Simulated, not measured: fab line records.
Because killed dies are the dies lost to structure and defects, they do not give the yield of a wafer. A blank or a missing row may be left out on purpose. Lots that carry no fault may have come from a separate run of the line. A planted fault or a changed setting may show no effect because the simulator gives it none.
Which tool was responsible?	flow gf180mcu	12 lots, 36 wafers sampled, at 5 steps of a route of 602

== WHAT THE GAUGES SHOWED, per wafer ==
GF_PSD_RS_MEAS_15: uses a four-point probe to measure.
lot	measured	on	PSD_RS (ohm/sq)
L465	day 14 14:07	filmMetro-03	108.85 108.82 108.92
L466	day 14 14:19	filmMetro-04	108.51 108.29 108.59
L469	day 16 09:50	filmMetro-01	108.67 108.16 108.82
L473	day 17 17:41	filmMetro-01	108.47 108.22 108.75
L471	day 17 17:48	filmMetro-04	108.66 108.75 108.70
L478	day 19 01:22	filmMetro-04	108.09 108.29 108.10
L479	day 20 00:42	filmMetro-03	108.37 108.48 108.52
L482	day 20 09:56	filmMetro-03	108.43 108.45 108.64
L483	day 20 17:48	filmMetro-04	108.43 108.65 108.23
L484	day 20 20:00	filmMetro-03	108.36 108.46 108.55
L485	day 21 05:41	filmMetro-03	108.55 108.35 108.76
L486	day 21 13:25	filmMetro-01	108.33 108.43 108.56

GF_SALICIDE_RS_MEAS_04: uses a four-point probe to measure.
lot	measured	on	SALICIDE_TIN_RS (ohm/sq)
L465	day 15 11:25	filmMetro-02	16.8 16.8 16.6
L466	day 15 12:00	filmMetro-04	16.4 16.4 16.9
L469	day 17 09:22	filmMetro-04	15.9 16.7 16.5
L473	day 18 17:49	filmMetro-02	16.7 14.3 16.4
L471	day 18 18:07	filmMetro-01	16.6 16.0 16.7
L478	day 20 01:53	filmMetro-01	15.8 16.3 15.7
L479	day 21 01:31	filmMetro-04	15.8 16.6 16.6
L482	day 21 09:48	filmMetro-04	16.9 16.9 16.5
L483	day 21 17:57	filmMetro-02	16.1 15.9 16.5
L484	day 21 19:50	filmMetro-02	16.1 16.3 16.8
L485	day 22 05:55	filmMetro-04	17.1 16.7 16.4
L486	day 22 13:02	filmMetro-04	16.6 16.5 16.4

GF_SALICIDE_THK_MEAS_05: measures by xrf.
lot	measured	on	SALICIDE_TIN_THK (nm)
L465	day 15 11:32	filmMetro-02	20.17 20.17 19.95
L466	day 15 12:07	filmMetro-04	20.27 20.47 20.66
L469	day 17 09:29	filmMetro-04	20.22 20.19 20.39
L473	day 18 17:56	filmMetro-02	20.11 26.87 20.16
L471	day 18 18:14	filmMetro-01	19.66 19.95 20.44
L478	day 20 02:01	filmMetro-01	19.96 19.57 19.89
L479	day 21 01:38	filmMetro-04	20.15 19.85 19.90
L482	day 21 09:53	filmMetro-04	20.41 20.55 20.07
L483	day 21 18:04	filmMetro-02	20.23 20.10 20.17
L484	day 21 19:57	filmMetro-02	19.92 19.87 20.36
L485	day 22 06:01	filmMetro-04	20.17 20.15 20.54
L486	day 22 13:10	filmMetro-04	20.72 20.79 20.66

== TOOL THAT RAN EACH LOT (tool first, then ch and the chambers of the sampled wafers, then the start) ==
lot	GF_SAB_ETCH_11	GF_SALICIDE_SPUTTER_03
L465	rieDiel-03 ch 0,1,2, day 15 11:00	pvdSputter-04, day 15 11:23
L466	rieDiel-02 ch 0,1,3, day 15 11:36	pvdSputter-02, day 15 11:58
L469	rieDiel-03 ch 0,1,3, day 17 08:58	pvdSputter-04, day 17 09:20
L473	rieDiel-02 ch 0,1,2, day 18 17:24	pvdSputter-03, day 18 17:47
L471	rieDiel-03 ch 0,1,3, day 18 17:43	pvdSputter-02, day 18 18:06
L478	rieDiel-03 ch 1,3, day 20 01:30	pvdSputter-02, day 20 01:52
L479	rieDiel-02 ch 0,3, day 21 00:57	pvdSputter-02, day 21 01:30
L482	rieDiel-04 ch 0,1,3, day 21 09:21	pvdSputter-04, day 21 09:43
L483	rieDiel-03 ch 0,2, day 21 17:32	pvdSputter-02, day 21 17:55
L484	rieDiel-04 ch 1,2,3, day 21 19:26	pvdSputter-04, day 21 19:48
L485	rieDiel-03 ch 0,1,2, day 22 05:28	pvdSputter-03, day 22 05:50
L486	rieDiel-04 ch 0,1,3, day 22 12:39	pvdSputter-03, day 22 13:01
- GF_SAB_ETCH_11: etches SiO2 in C4F8/O2/Ar, target depth 55 nm, time 8.5 s.
- GF_SALICIDE_SPUTTER_03: material TiN, target thk 20 nm, time 16.7 s.

== AS READ BY THE TOOLS THEMSELVES (means over the sampled wafers that have a number; for cases with no such wafer, the mark the record gives instead) ==
GF_SAB_ETCH_11.
lot	tool	oesProductAu (a.u.)
L465	rieDiel-03	1.013
L466	rieDiel-02	1.010
L469	rieDiel-03	1.010
L473	rieDiel-02	0.997
L471	rieDiel-03	1.007
L478	rieDiel-03	1.000
L479	rieDiel-02	0.995
L482	rieDiel-04	0.991
L483	rieDiel-03	0.989
L484	rieDiel-04	0.992
L485	rieDiel-03	0.990
L486	rieDiel-04	1.006

GF_SALICIDE_SPUTTER_03.
lot	tool	chamberPressurePa (Pa)	throttleValvePct (%)
L465	pvdSputter-04	0.4001	29.5
L466	pvdSputter-02	0.3993	28.5
L469	pvdSputter-04	0.4001	29.8
L473	pvdSputter-03	0.3998	30.2
L471	pvdSputter-02	0.4003	29.4
L478	pvdSputter-02	0.4003	29.0
L479	pvdSputter-02	0.4000	29.5
L482	pvdSputter-04	0.4001	29.5
L483	pvdSputter-02	0.3999	28.2
L484	pvdSputter-04	0.4006	29.2
L485	pvdSputter-03	0.4008	30.5
L486	pvdSputter-03	0.3998	29.9

== THE ANSWER, worked out from the rows above alone ==
Rule: usual is defined by the lots themselves. The widest of any qualifying gaps counts: lots, ordered by their means at a reading, are off when they make up no more than a third of the lots, leave a main group of 4 or more, and stand apart from it by 3 or more times the standard deviation of that group's means. If all means in a main group match to the digits the tables above print for the reading, that group is not used. Also off: a lot with no number at a reading for which 4 or more lots have one. The other lots that the step has rows for count as sound. First the gauges in route order, then the tools' own readings, where a lot's mean is used as printed above. The first step at which some lot is off is used, and at that step the reading that is off furthest; a lot without a number counts as furthest.
Off: at GF_SALICIDE_THK_MEAS_05 (SALICIDE_TIN_THK), L473. The main group has a mean of 20.20 nm with a standard deviation of 0.24.
A tool fits if, at a process step before that reading, it ran every lot that is off, and no sound lot after the first of them. Gauges at GF_SALICIDE_THK_MEAS_05: tried the same way as those tools. No candidate that was tried fits.

== WHAT HAD BEEN PUT IN BY THE SIMULATOR ==
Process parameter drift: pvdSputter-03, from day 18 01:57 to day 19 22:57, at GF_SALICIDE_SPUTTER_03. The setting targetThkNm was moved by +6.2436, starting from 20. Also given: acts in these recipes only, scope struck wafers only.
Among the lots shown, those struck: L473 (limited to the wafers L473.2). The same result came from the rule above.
